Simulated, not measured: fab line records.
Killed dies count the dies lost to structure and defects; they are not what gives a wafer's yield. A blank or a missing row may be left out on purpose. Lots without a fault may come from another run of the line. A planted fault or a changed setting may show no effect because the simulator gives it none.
One fault through the eyes of 2 desks || flow gf180mcu || every desk sees just its own numbers, and what lay behind them comes last

## DESK OF THE TOOL OWNER: rie diel-04
The tool's own readings at GF_HV_LDD_ETCHBACK_58 (etches Si3N4 in CH3F/O2, stops on SiO2, time 100 s, target depth 90 nm): means of the sampled wafers that have a number, for each lot that ran on this tool. If a lot's mean is further than 4 standard deviations from the usual mean, the lot is out of limits and carries the mark OUT (the distance appears in the brackets).
Columns: A = bias w at GF_HV_LDD_ETCHBACK_58, usual 79.96 W; B = drypump motor current A at GF_HV_LDD_ETCHBACK_58, usual 5.6 A; C = oes product au at GF_HV_LDD_ETCHBACK_58, usual 0.844 a.u.; D = throttle valve pct at GF_HV_LDD_ETCHBACK_58, usual 10.562 %
{"lot": "L411", "first seen here": "day 12 07:29", "A": 79.97, "B": 5.7, "C": 0.842, "D": 10.559}
{"lot": "L415", "first seen here": "day 13 17:20", "A": 79.88, "B": 5.2, "C": 0.840, "D": 10.558}
{"lot": "L418", "first seen here": "day 14 19:59", "A": 80.05, "B": 5.2, "C": 0.847, "D": 10.566}
{"lot": "L421", "first seen here": "day 16 06:52", "A": 79.92, "B": 5.1, "C": 0.843, "D": 10.564}
{"lot": "L425", "first seen here": "day 17 03:55", "A": 79.73, "B": 5.5, "C": 0.849, "D": 10.556}
{"lot": "L427", "first seen here": "day 18 01:50", "A": 80.14, "B": 5.4, "C": 0.838, "D": 10.561}
This desk's verdict: no lot among the 6 shows anything out of limits.

## AT THE METROLOGY DESK
What the gauges read, lot by lot, whatever tool the lot ran on: means of the sampled wafers that have a number. If a lot's mean is further than 4 standard deviations from the usual mean, the lot is out of limits and carries the mark OUT (the distance appears in the brackets).
Columns: A = V5_BOW at GF_V5_BOW_MEAS_05, usual 130 um; B = cd nm at GF_TOP_METAL_CD_MEAS_14, usual 440.0 nm
{"lot": "L411", "first seen here": "day 26 03:19", "A": 112, "B": 439.3}
{"lot": "L413", "first seen here": "day 26 23:35", "A": 129, "B": 438.5}
{"lot": "L415", "first seen here": "day 27 16:40", "A": 131, "B": 441.1}
{"lot": "L416", "first seen here": "day 28 00:36", "A": 131, "B": 438.3}
{"lot": "L418", "first seen here": "day 28 15:24", "A": 123, "B": 440.6}
{"lot": "L419", "first seen here": "day 28 20:11", "A": 130, "B": 440.3}
{"lot": "L420", "first seen here": "day 29 06:53", "A": 124, "B": 440.3}
{"lot": "L422", "first seen here": "day 29 20:49", "A": 135, "B": 442.3}
{"lot": "L421", "first seen here": "day 29 22:32", "A": 120, "B": 439.9}
{"lot": "L425", "first seen here": "day 30 13:51", "A": 132, "B": 439.1}
{"lot": "L426", "first seen here": "day 31 02:05", "A": 124, "B": 439.6}
{"lot": "L427", "first seen here": "day 31 08:40", "A": 138, "B": 438.3}
{"lot": "L432", "first seen here": "day 32 12:05", "A": 134, "B": 438.4}
{"lot": "L433", "first seen here": "day 32 19:12", "A": 120, "B": 436.8}
This desk's verdict: no lot among the 14 shows anything out of limits.

## ALL TOGETHER
The tool owner's desk saw nothing out of limits.
The metrology desk saw nothing out of limits.

## WHAT THE SIMULATOR HAD INSERTED
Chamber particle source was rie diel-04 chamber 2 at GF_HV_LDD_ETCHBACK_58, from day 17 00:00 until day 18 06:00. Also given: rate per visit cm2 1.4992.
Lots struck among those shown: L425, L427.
